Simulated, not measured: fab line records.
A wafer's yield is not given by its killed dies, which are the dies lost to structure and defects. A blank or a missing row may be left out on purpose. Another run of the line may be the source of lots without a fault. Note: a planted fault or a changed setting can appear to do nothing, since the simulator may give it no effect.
Which of the tools did it? || flow sky130 || 36 wafers from 12 lots sampled at 5 of the route's 708 steps

== WHAT THE GAUGES SHOWED, per wafer ==
SKY_CAP2M_RS_MEAS_03: measures by four-point-probe. Usual: for CAP2M_TIN_RS the level is 6.88 ohm/sq and the standard deviation is 0.073.
{"lot": "L406", "measured": "day 40 13:52", "on": "film-metro-04", "CAP2M_TIN_RS (ohm/sq)": "6.96 6.94 6.96", "flag": ""}
{"lot": "L411", "measured": "day 42 11:58", "on": "film-metro-01", "CAP2M_TIN_RS (ohm/sq)": "6.90 7.04 6.86", "flag": ""}
{"lot": "L412", "measured": "day 42 17:08", "on": "film-metro-04", "CAP2M_TIN_RS (ohm/sq)": "6.97 6.95 6.96", "flag": ""}
{"lot": "L413", "measured": "day 42 18:45", "on": "film-metro-02", "CAP2M_TIN_RS (ohm/sq)": "6.92 6.87 6.88", "flag": ""}
{"lot": "L415", "measured": "day 43 12:04", "on": "film-metro-04", "CAP2M_TIN_RS (ohm/sq)": "6.95 6.90 6.93", "flag": ""}
{"lot": "L419", "measured": "day 44 15:17", "on": "film-metro-04", "CAP2M_TIN_RS (ohm/sq)": "6.89 6.80 6.93", "flag": ""}
{"lot": "L421", "measured": "day 44 16:40", "on": "film-metro-02", "CAP2M_TIN_RS (ohm/sq)": "6.77 6.79 6.87", "flag": ""}
{"lot": "L422", "measured": "day 44 23:33", "on": "film-metro-04", "CAP2M_TIN_RS (ohm/sq)": "6.78 6.83 6.82", "flag": ""}
{"lot": "L425", "measured": "day 45 17:32", "on": "film-metro-02", "CAP2M_TIN_RS (ohm/sq)": "6.87 6.93 6.89", "flag": ""}
{"lot": "L426", "measured": "day 45 19:38", "on": "film-metro-04", "CAP2M_TIN_RS (ohm/sq)": "6.85 6.87 6.80", "flag": ""}
{"lot": "L427", "measured": "day 46 00:07", "on": "film-metro-01", "CAP2M_TIN_RS (ohm/sq)": "6.81 6.83 6.77", "flag": ""}
{"lot": "L429", "measured": "day 46 19:18", "on": "film-metro-02", "CAP2M_TIN_RS (ohm/sq)": "6.68 6.74 6.68", "flag": ""}

SKY_METAL4_OVL_MEAS_14. Usual: for METAL4_OVL the level is -1 nm and the standard deviation is 5.1.
{"lot": "L406", "measured": "day 42 15:25", "on": "overlay-01", "METAL4_OVL (nm)": "10 1 -4", "flag": ""}
{"lot": "L411", "measured": "day 44 11:49", "on": "overlay-01", "METAL4_OVL (nm)": "2 -4 -8", "flag": ""}
{"lot": "L412", "measured": "day 44 17:19", "on": "overlay-02", "METAL4_OVL (nm)": "0 -1 -4", "flag": ""}
{"lot": "L413", "measured": "day 44 18:40", "on": "overlay-01", "METAL4_OVL (nm)": "3 -3 6", "flag": ""}
{"lot": "L415", "measured": "day 45 10:22", "on": "overlay-01", "METAL4_OVL (nm)": "-14 -20 -11", "flag": ""}
{"lot": "L419", "measured": "day 46 12:22", "on": "overlay-02", "METAL4_OVL (nm)": "2 -1 -5", "flag": ""}
{"lot": "L421", "measured": "day 46 13:10", "on": "overlay-02", "METAL4_OVL (nm)": "1 -8 -1", "flag": ""}
{"lot": "L422", "measured": "day 46 20:01", "on": "overlay-01", "METAL4_OVL (nm)": "-7 -1 5", "flag": ""}
{"lot": "L425", "measured": "day 47 12:49", "on": "overlay-02", "METAL4_OVL (nm)": "1 1 1", "flag": ""}
{"lot": "L426", "measured": "day 47 15:16", "on": "overlay-01", "METAL4_OVL (nm)": "8 -1 7", "flag": ""}
{"lot": "L427", "measured": "day 47 18:04", "on": "overlay-02", "METAL4_OVL (nm)": "0 -6 -3", "flag": ""}
{"lot": "L429", "measured": "day 48 12:50", "on": "overlay-01", "METAL4_OVL (nm)": "5 -7 6", "flag": ""}

SKY_VIA4_THK_MEAS_01. Usual: for VIA4_HDPCVD_THK the level is 1749 nm and the standard deviation is 17.
{"lot": "L406", "measured": "day 42 16:32", "on": "film-metro-01", "VIA4_HDPCVD_THK (nm)": "1731 1740 1725", "flag": ""}
{"lot": "L411", "measured": "day 44 12:56", "on": "film-metro-02", "VIA4_HDPCVD_THK (nm)": "2088 2112 2077", "flag": "OFF"}
{"lot": "L412", "measured": "day 44 18:31", "on": "film-metro-01", "VIA4_HDPCVD_THK (nm)": "2124 2091 2118", "flag": "OFF"}
{"lot": "L413", "measured": "day 44 19:48", "on": "film-metro-02", "VIA4_HDPCVD_THK (nm)": "2101 2105 2079", "flag": "OFF"}
{"lot": "L415", "measured": "day 45 11:38", "on": "film-metro-01", "VIA4_HDPCVD_THK (nm)": "1758 1755 1745", "flag": ""}
{"lot": "L419", "measured": "day 46 13:35", "on": "film-metro-03", "VIA4_HDPCVD_THK (nm)": "1775 1770 1751", "flag": ""}
{"lot": "L421", "measured": "day 46 14:22", "on": "film-metro-03", "VIA4_HDPCVD_THK (nm)": "1754 1748 1772", "flag": ""}
{"lot": "L422", "measured": "day 46 21:13", "on": "film-metro-01", "VIA4_HDPCVD_THK (nm)": "1743 1723 1714", "flag": ""}
{"lot": "L425", "measured": "day 47 13:56", "on": "film-metro-02", "VIA4_HDPCVD_THK (nm)": "1743 1748 1763", "flag": ""}
{"lot": "L426", "measured": "day 47 16:38", "on": "film-metro-01", "VIA4_HDPCVD_THK (nm)": "1762 1749 1776", "flag": ""}
{"lot": "L427", "measured": "day 47 19:15", "on": "film-metro-02", "VIA4_HDPCVD_THK (nm)": "1738 1733 1740", "flag": ""}
{"lot": "L429", "measured": "day 48 14:04", "on": "film-metro-02", "VIA4_HDPCVD_THK (nm)": "1721 1745 1740", "flag": ""}

== WHICH TOOL RAN EACH LOT (tool, then ch and the chambers of the sampled wafers, then the start) ==
{"lot": "L406", "SKY_METAL4_ETCH_17": "rie-diel-03 ch 1,2, day 42 15:35", "SKY_VIA4_HDPCVD_00": "hdpcvd-01 ch 0,1,2, day 42 16:22"}
{"lot": "L411", "SKY_METAL4_ETCH_17": "rie-diel-03 ch 1,2,3, day 44 11:59", "SKY_VIA4_HDPCVD_00": "hdpcvd-01 ch 1,2, day 44 12:46"}
{"lot": "L412", "SKY_METAL4_ETCH_17": "rie-diel-04 ch 0,2,3, day 44 17:29", "SKY_VIA4_HDPCVD_00": "hdpcvd-01 ch 0,2, day 44 18:20"}
{"lot": "L413", "SKY_METAL4_ETCH_17": "rie-diel-03 ch 0,1,2, day 44 18:49", "SKY_VIA4_HDPCVD_00": "hdpcvd-01 ch 0,1,2, day 44 19:37"}
{"lot": "L415", "SKY_METAL4_ETCH_17": "rie-diel-04 ch 0,1, day 45 10:32", "SKY_VIA4_HDPCVD_00": "hdpcvd-02 ch 1,2, day 45 11:28"}
{"lot": "L419", "SKY_METAL4_ETCH_17": "rie-diel-04 ch 0,3, day 46 12:32", "SKY_VIA4_HDPCVD_00": "hdpcvd-02 ch 1,2, day 46 13:24"}
{"lot": "L421", "SKY_METAL4_ETCH_17": "rie-diel-03 ch 0,2,3, day 46 13:20", "SKY_VIA4_HDPCVD_00": "hdpcvd-02 ch 0,1, day 46 14:10"}
{"lot": "L422", "SKY_METAL4_ETCH_17": "rie-diel-03 ch 1,3, day 46 20:11", "SKY_VIA4_HDPCVD_00": "hdpcvd-02 ch 0,1,2, day 46 21:01"}
{"lot": "L425", "SKY_METAL4_ETCH_17": "rie-diel-04 ch 0,1,2, day 47 12:59", "SKY_VIA4_HDPCVD_00": "hdpcvd-01 ch 0,1, day 47 13:46"}
{"lot": "L426", "SKY_METAL4_ETCH_17": "rie-diel-02 ch 1,3, day 47 15:26", "SKY_VIA4_HDPCVD_00": "hdpcvd-01 ch 0,1,2, day 47 16:26"}
{"lot": "L427", "SKY_METAL4_ETCH_17": "rie-diel-03 ch 0,1, day 47 18:14", "SKY_VIA4_HDPCVD_00": "hdpcvd-01 ch 0,2, day 47 19:03"}
{"lot": "L429", "SKY_METAL4_ETCH_17": "rie-diel-02 ch 0,2,3, day 48 12:59", "SKY_VIA4_HDPCVD_00": "hdpcvd-01 ch 0,1,2, day 48 13:52"}
- SKY_METAL4_ETCH_17: etches SiO2 in C4F8/O2/Ar, stops on TiN, time 3.9 s, target depth 15 nm.
- SKY_VIA4_HDPCVD_00: deposits SiO2, target thk 1750 nm, time 291.7 s.

== WHAT THE TOOLS THEMSELVES READ (means of the sampled wafers that have a number; where no wafer has one, the mark that the record gives instead) ==
SKY_METAL4_ETCH_17. Usual: oes-product-au at 0.755 a.u., with a standard deviation of 0.0078.
{"lot": "L406", "tool": "rie-diel-03", "oes-product-au (a.u.)": 0.748, "flag": ""}
{"lot": "L411", "tool": "rie-diel-03", "oes-product-au (a.u.)": 0.761, "flag": ""}
{"lot": "L412", "tool": "rie-diel-04", "oes-product-au (a.u.)": 0.756, "flag": ""}
{"lot": "L413", "tool": "rie-diel-03", "oes-product-au (a.u.)": 0.766, "flag": ""}
{"lot": "L415", "tool": "rie-diel-04", "oes-product-au (a.u.)": 0.756, "flag": ""}
{"lot": "L419", "tool": "rie-diel-04", "oes-product-au (a.u.)": 0.760, "flag": ""}
{"lot": "L421", "tool": "rie-diel-03", "oes-product-au (a.u.)": 0.751, "flag": ""}
{"lot": "L422", "tool": "rie-diel-03", "oes-product-au (a.u.)": 0.751, "flag": ""}
{"lot": "L425", "tool": "rie-diel-04", "oes-product-au (a.u.)": 0.755, "flag": ""}
{"lot": "L426", "tool": "rie-diel-02", "oes-product-au (a.u.)": 0.756, "flag": ""}
{"lot": "L427", "tool": "rie-diel-03", "oes-product-au (a.u.)": 0.755, "flag": ""}
{"lot": "L429", "tool": "rie-diel-02", "oes-product-au (a.u.)": 0.743, "flag": ""}

SKY_VIA4_HDPCVD_00. Usual: sih4-flow-sccm at 60.01 sccm, with a standard deviation of 0.17.
{"lot": "L406", "tool": "hdpcvd-01", "sih4-flow-sccm (sccm)": 59.94, "flag": ""}
{"lot": "L411", "tool": "hdpcvd-01", "sih4-flow-sccm (sccm)": 71.86, "flag": "OFF"}
{"lot": "L412", "tool": "hdpcvd-01", "sih4-flow-sccm (sccm)": 72.15, "flag": "OFF"}
{"lot": "L413", "tool": "hdpcvd-01", "sih4-flow-sccm (sccm)": 72.21, "flag": "OFF"}
{"lot": "L415", "tool": "hdpcvd-02", "sih4-flow-sccm (sccm)": 59.91, "flag": ""}
{"lot": "L419", "tool": "hdpcvd-02", "sih4-flow-sccm (sccm)": 59.91, "flag": ""}
{"lot": "L421", "tool": "hdpcvd-02", "sih4-flow-sccm (sccm)": 60.13, "flag": ""}
{"lot": "L422", "tool": "hdpcvd-02", "sih4-flow-sccm (sccm)": 60.24, "flag": ""}
{"lot": "L425", "tool": "hdpcvd-01", "sih4-flow-sccm (sccm)": 60.05, "flag": ""}
{"lot": "L426", "tool": "hdpcvd-01", "sih4-flow-sccm (sccm)": 59.95, "flag": ""}
{"lot": "L427", "tool": "hdpcvd-01", "sih4-flow-sccm (sccm)": 60.00, "flag": ""}
{"lot": "L429", "tool": "hdpcvd-01", "sih4-flow-sccm (sccm)": 59.91, "flag": ""}

== THE ANSWER, worked out from the rows above alone ==
Rule: lot off if the mean of its wafers having a number is beyond 3 standard deviations from the usual mean. Also off: a lot with no number at a reading for which 4 or more lots have one. Where the step has rows for the other lots, those lots are counted as sound. Order of review: gauges by route order, followed by the tools' own readings, for which a lot's mean as printed above is used. The first step at which some lot is off is used, and at that step the reading that is off furthest; a lot without a number counts as furthest.
Off: L411, L412, L413, seen at SKY_VIA4_THK_MEAS_01 (VIA4_HDPCVD_THK).
If a tool, at a process step before that reading, ran all the lots that are off and no sound lot after the first of them, it fits. The gauges at SKY_VIA4_THK_MEAS_01 aren't tried: what is off there is off at SKY_VIA4_HDPCVD_00 too, on other tools, and a gauge's error can't cause that. None of those tried fits.

== WHAT THE SIMULATOR HAD INSERTED ==
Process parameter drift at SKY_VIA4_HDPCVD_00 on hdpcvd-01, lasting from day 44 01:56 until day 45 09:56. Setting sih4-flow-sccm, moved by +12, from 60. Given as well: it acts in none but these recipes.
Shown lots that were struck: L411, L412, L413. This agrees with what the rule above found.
